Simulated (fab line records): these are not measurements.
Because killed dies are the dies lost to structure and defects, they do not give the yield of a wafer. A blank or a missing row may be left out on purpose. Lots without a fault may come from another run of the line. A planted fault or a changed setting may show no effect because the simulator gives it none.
Comparing a struck lot with a sound one + flow sky130 + 19 steps out of a route of 708
Sound: wafers L497.1, L497.4, L497.5. Struck: wafers L504.3, L504.6 (left out: L504.5, a lot-mate that was not struck); the cause follows at the end.
Each step with rows lists, per side, the tool, then ch with its chambers, then its first start. Under that, the readings that differ: sound wafers + struck wafers + difference of the means + sigmas: that difference in standard deviations of wafers without a fault.
alike: readings with means less than 2 such deviations apart, plus words and numbers identical on both sides. not compared: withheld readings, readings lacking a value on some wafer, bounds such as >300 that could conceal the same value, and numbers that have no deviation in the record and whose values overlap.
The two part at a step that has a row with sigmas, a row that says differs or no value, or rows on one side only. Non-overlapping numbers with no deviation appear without sigmas and do not part them. A reading missing from all wafers of one side parts the sides only when that side holds two or more wafers.

first, 6 steps without rows for these wafers: SKY_VT_ADJUST_PCH_HMDS_01 (prime time 60 s); SKY_VT_ADJUST_PCH_COAT_02 (resist thk 3000 nm); SKY_VT_ADJUST_PCH_SOFTBAKE_03; SKY_VT_ADJUST_PCH_EXPOSE_04 (exposes mask NWM, target cd 840 nm); SKY_VT_ADJUST_PCH_PEB_05; SKY_VT_ADJUST_PCH_DEVELOP_06 (develop time 60 s).
SKY_VT_ADJUST_PCH_OVL_MEAS_07:
  sound: overlay-01 at day 12 13:12; struck: overlay-01 at day 19 02:28
  alike: VT_ADJUST_PCH_OVL
after that, 1 step had no rows for these wafers: SKY_VT_ADJUST_PCH_IMPLANT_08.
SKY_VT_ADJUST_PCH_STRIP_09: strips in O2/N2.
  sound on plasma_asher-02 ch 0, day 12 13:23; struck on plasma_asher-04 ch 0,1, day 19 02:40
  alike: drypump_motor_current_A, o2_flow_sccm, oes_product_au, strip_time_to_endpoint_s
  not compared: rf_hours_counter_h
SKY_VT_ADJUST_PCH_TW_MEAS_10:
  sound: film_metro-04 at day 12 13:29; struck: film_metro-02 at day 19 02:45
  alike: VT_ADJUST_PCH_TW
then, 2 steps without rows for these wafers: SKY_SONOS_TUNNEL_DEHYDRATE_00 (time 60 s); SKY_SONOS_TUNNEL_HMDS_01 (prime time 60 s).
SKY_SONOS_TUNNEL_COAT_02: resist thk 1140 nm.
  sound on litho_track-03 ch 0, day 13 01:40; struck on litho_track-03 ch 0, day 19 17:49
| reading                                           | sound          | struck    | difference | sigmas |
|---------------------------------------------------|----------------|-----------|------------|--------|
| model.NOVOLAK_of_SONOS_TUNNEL_COAT_02.thk_nm (nm) | 1140 1143 1141 | 1100 1100 | -41        |        |
then, 3 steps without rows for these wafers: SKY_SONOS_TUNNEL_SOFTBAKE_03 (time 60 s); SKY_SONOS_TUNNEL_EXPOSE_04 (exposes mask TUNM, target cd 410 nm); SKY_SONOS_TUNNEL_PEB_05.
SKY_SONOS_TUNNEL_DEVELOP_06: develop time 60 s.
  sound on litho_track-01 ch 0, day 13 13:42; struck on litho_track-01 ch 0, day 20 09:56
| reading                                           | sound          | struck    | difference | sigmas |
|---------------------------------------------------|----------------|-----------|------------|--------|
| model.NOVOLAK_of_SONOS_TUNNEL_COAT_02.thk_nm (nm) | 1139 1143 1141 | 1099 1099 | -42        |        |
SKY_SONOS_TUNNEL_CD_MEAS_07: the cd target is 410 nm.
  sound: cd_sem-01 at day 13 13:58; struck: cd_sem-01 at day 20 10:05
| reading    | sound             | struck      | difference | sigmas |
|------------|-------------------|-------------|------------|--------|
| cd_nm (nm) | 408.5 408.9 409.3 | 412.3 413.8 | +4.2       | +2     |
-- here the record skips 32 days between the struck wafers' starts before and after, leaving off in module SONOS_TUNNEL and picking up in module PAD_OPEN (first step shown: number 708 of the route) --
SKY_PAD_OPEN_PROBE_99:
  the record has rows for the struck wafers here (prober-01, day 52 13:32) and none for the sound ones

WHERE THEY PART
Last at SKY_PAD_OPEN_PROBE_99 as far as this record goes, first at SKY_SONOS_TUNNEL_CD_MEAS_07.

WHY: the cause the simulator had injected
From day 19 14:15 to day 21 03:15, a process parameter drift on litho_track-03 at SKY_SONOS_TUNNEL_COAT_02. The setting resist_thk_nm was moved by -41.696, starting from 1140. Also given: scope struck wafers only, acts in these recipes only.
